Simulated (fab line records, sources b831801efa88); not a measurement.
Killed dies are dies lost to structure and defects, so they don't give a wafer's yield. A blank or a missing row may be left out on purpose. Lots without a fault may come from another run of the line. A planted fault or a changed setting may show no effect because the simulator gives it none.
Which tool did it? | flow sky130 | 12 lots, 36 wafers sampled, at 2 steps of a route of 708

WHAT THE GAUGES READ, wafer by wafer
SKY_METAL1_RS_MEAS_05: measures by four-point-probe.
lot  | measured     | on            | METAL1_ALCU_RS (ohm/sq)
L075 | day 31 16:08 | film_metro-03 | 0.1256 0.1280 0.1248
L077 | day 32 08:17 | film_metro-03 | 0.1267 0.1275 0.1280
L079 | day 33 04:47 | film_metro-02 | 0.1263 0.1259 0.1276
L081 | day 33 16:22 | film_metro-02 | 0.1272 0.1266 0.1259
L083 | day 34 13:47 | film_metro-01 | 0.1264 0.1262 0.1263
L085 | day 34 23:47 | film_metro-03 | 0.1249 0.1239 0.1240
L087 | day 35 11:25 | film_metro-01 | 0.1246 0.1268 0.1270
L089 | day 36 07:24 | film_metro-01 | 0.1257 0.1249 0.1261
L091 | day 36 23:16 | film_metro-01 | 0.1282 0.1283 0.1299
L094 | day 39 05:50 | film_metro-03 | 0.1255 0.1278 0.1270
L095 | day 39 07:08 | film_metro-02 | 0.1265 0.1250 0.1248
L096 | day 39 12:34 | film_metro-02 | 0.1258 0.1240 0.1272

WHICH TOOL RAN EACH LOT (tool, then ch and the chambers of the sampled wafers, then the start)
lot  | SKY_METAL1_SPUTTER_00
L075 | pvd_sputter-03, day 31 15:58
L077 | pvd_sputter-02, day 32 08:09
L079 | pvd_sputter-01, day 33 04:38
L081 | pvd_sputter-02, day 33 16:11
L083 | pvd_sputter-02, day 34 13:38
L085 | pvd_sputter-01, day 34 23:39
L087 | pvd_sputter-02, day 35 11:16
L089 | pvd_sputter-02, day 36 07:16
L091 | pvd_sputter-03, day 36 23:06
L094 | pvd_sputter-02, day 39 05:40
L095 | pvd_sputter-01, day 39 06:59
L096 | pvd_sputter-01, day 39 12:24
- SKY_METAL1_SPUTTER_00: material Ti, target thk 15 nm, time 10 s.

THE ANSWER, worked out from the rows above alone
Rule: what is usual is taken from the lots themselves. Put in order of their means at a reading, lots are off if they are a third of the lots or fewer, leave a main group of 4 or more, and stand apart from it by a gap of 3 or more times the standard deviation of the main group's means; of several such gaps the widest counts. A main group whose means are all the same, to the digits that the tables above print for the reading, isn't used. A lot without any number at a reading at which 4 lots or more have one is off too. The other lots that the step has rows for count as sound.
No lot is off at any reading shown: from this, nothing can be told.

WHAT THE SIMULATOR HAD PUT IN
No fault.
